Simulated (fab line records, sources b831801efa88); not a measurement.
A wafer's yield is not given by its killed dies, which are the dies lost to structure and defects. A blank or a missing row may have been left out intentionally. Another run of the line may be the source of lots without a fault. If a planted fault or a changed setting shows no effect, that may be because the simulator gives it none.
Which tool is to blame?	flow gf180mcu	12 lots, 36 wafers sampled, at 4 steps of a route of 602

## WHAT THE GAUGES SHOWED, per wafer
GF_STI_THK_MEAS_02. Usual: STI_OXIDATION_THK typically reads 10.01 nm, with standard deviation 0.2.
lot	measured	on	STI_OXIDATION_THK (nm)	flag
L836	day 1 11:32	film-metro-04	9.94 10.11 10.14	
L837	day 1 16:31	film-metro-02	9.86 9.88 9.89	
L838	day 1 21:54	film-metro-04	10.05 10.14 10.14	
L840	day 2 08:38	film-metro-02	9.77 9.67 9.78	
L841	day 2 12:31	film-metro-02	9.94 9.99 9.73	
L842	day 2 17:31	film-metro-01	9.85 10.20 10.09	
L844	day 3 03:37	film-metro-04	10.08 10.04 10.10	
L845	day 3 08:31	film-metro-02	9.81 9.89 9.90	
L851	day 4 14:37	film-metro-01	10.37 10.23 10.34	
L855	day 5 10:31	film-metro-02	10.27 10.13 10.28	
L856	day 5 16:17	film-metro-01	9.84 9.95 9.89	
L857	day 5 21:46	film-metro-01	9.97 9.97 9.84	

GF_STI_CD_MEAS_12: the cd target is 220 nm. Usual: cd-nm 219.9 nm, standard deviation 1.3.
lot	measured	on	cd-nm (nm)	flag
L836	day 2 01:19	cd-sem-01	222.5 222.0 221.9	
L837	day 2 06:29	cd-sem-01	219.4 218.6 218.9	
L838	day 2 11:58	cd-sem-02	219.5 219.3 219.5	
L840	day 2 23:29	cd-sem-02	220.3 220.2 220.1	
L841	day 3 03:00	cd-sem-02	220.7 218.9 219.1	
L842	day 3 07:51	cd-sem-01	219.0 219.8 218.5	
L844	day 3 20:17	cd-sem-02	219.1 218.8 217.8	
L845	day 4 00:38	cd-sem-01	220.0 219.9 220.1	
L851	day 5 06:09	cd-sem-01	208.6 214.3 214.5	OFF
L855	day 6 02:28	cd-sem-01	219.3 219.3 220.0	
L856	day 6 08:58	cd-sem-02	218.6 218.3 217.3	
L857	day 6 14:26	cd-sem-02	220.2 219.0 219.4	

GF_DNWELL_TW_MEAS_09. Usual: DNWELL_TW typically reads 1364, with standard deviation 21.
lot	measured	on	DNWELL_TW	flag
L836	day 2 19:40	film-metro-04	1348 1359 1363	
L837	day 2 23:17	film-metro-04	1352 1345 1362	
L838	day 3 05:58	film-metro-03	1380 1380 1386	
L840	day 3 17:27	film-metro-04	1343 1342 1339	
L841	day 3 20:50	film-metro-02	1341 1343 1351	
L842	day 4 02:35	film-metro-03	1395 1392 1402	
L844	day 4 16:23	film-metro-04	1334 1343 1341	
L845	day 4 19:14	film-metro-03	1403 1403 1403	
L851	day 6 01:53	film-metro-03	1380 1373 1380	
L855	day 6 22:00	film-metro-03	1375 1374 1378	
L856	day 7 05:12	film-metro-03	1385 1395 1399	
L857	day 7 11:32	film-metro-02	1346 1343 1347	

## EACH LOT AND THE TOOL THAT RAN IT (in order: tool; ch and the chambers of the sampled wafers; start)
lot	GF_STI_EXPOSE_09
L836	krf-scanner-01 ch 0, day 1 19:35
L837	krf-scanner-02 ch 0, day 2 00:40
L838	krf-scanner-01 ch 0, day 2 05:59
L840	krf-scanner-01 ch 0, day 2 17:34
L841	krf-scanner-02 ch 0, day 2 20:44
L842	krf-scanner-02 ch 0, day 3 01:42
L844	krf-scanner-01 ch 0, day 3 13:47
L845	krf-scanner-01 ch 0, day 3 18:23
L851	krf-scanner-02 ch 0, day 4 23:52
L855	krf-scanner-01 ch 0, day 5 19:58
L856	krf-scanner-01 ch 0, day 6 01:25
L857	krf-scanner-01 ch 0, day 6 06:53
- GF_STI_EXPOSE_09: exposes mask COMP, target cd 220 nm.

## WHAT THE TOOLS THEMSELVES READ (means of the sampled wafers that have a number; where no wafer has one, the mark that the record gives instead)
GF_STI_EXPOSE_09. Usual: exposure-dose-mJ-cm2 27.994, standard deviation 0.027; focus-offset-nm 0.0 nm, standard deviation 0.55.
lot	tool	exposure-dose-mJ-cm2	focus-offset-nm (nm)	flag
L836	krf-scanner-01	28.026	0.0	
L837	krf-scanner-02	27.997	0.2	
L838	krf-scanner-01	28.022	-0.4	
L840	krf-scanner-01	27.996	0.4	
L841	krf-scanner-02	28.009	0.3	
L842	krf-scanner-02	27.940	-0.3	
L844	krf-scanner-01	28.009	-0.2	
L845	krf-scanner-01	28.023	-0.2	
L851	krf-scanner-02	27.666	-0.5	OFF
L855	krf-scanner-01	27.998	-0.2	
L856	krf-scanner-01	27.994	0.2	
L857	krf-scanner-01	27.990	0.3	

## THE ANSWER, worked out from the rows above alone
Rule: take the mean of a lot's wafers that have a number; if it is more than 3 standard deviations from the usual mean, the lot is off. A lot without any number at a reading at which 4 lots or more have one is off too. All remaining lots with rows at the step are treated as sound. Order of review: gauges by route order, followed by the tools' own readings, for which a lot's mean as printed above is used. At the first step where some lot is off, the reading lying furthest off is the one used; lots without a number count as furthest.
Off: L851 (GF_STI_CD_MEAS_12, cd-nm).
If a tool, at a process step before that reading, ran all the lots that are off and no sound lot after the first of them, it fits. The gauges at GF_STI_CD_MEAS_12 aren't tried: what is off there is off at GF_STI_EXPOSE_09 too, on other tools, and a gauge's error can't cause that. One fits: krf-scanner-02 at GF_STI_EXPOSE_09. Its last sound lot is L842 (day 3 01:42), its first lot that is off L851 (day 4 23:52): a fault that began between those two fits.
On the lots that are off, the tool's own readings at GF_STI_EXPOSE_09 differ by more than 5 times the standard deviation of the sound lots' means, which bears it out; exposure-dose-mJ-cm2 reads 27.666 there versus 28.000 on the sound lots.

## WHAT HAD BEEN PUT IN BY THE SIMULATOR
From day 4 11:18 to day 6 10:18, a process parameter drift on krf-scanner-02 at GF_STI_EXPOSE_09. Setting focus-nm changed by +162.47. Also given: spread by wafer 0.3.
Struck lots among those shown: L851. The same result came from the rule above.
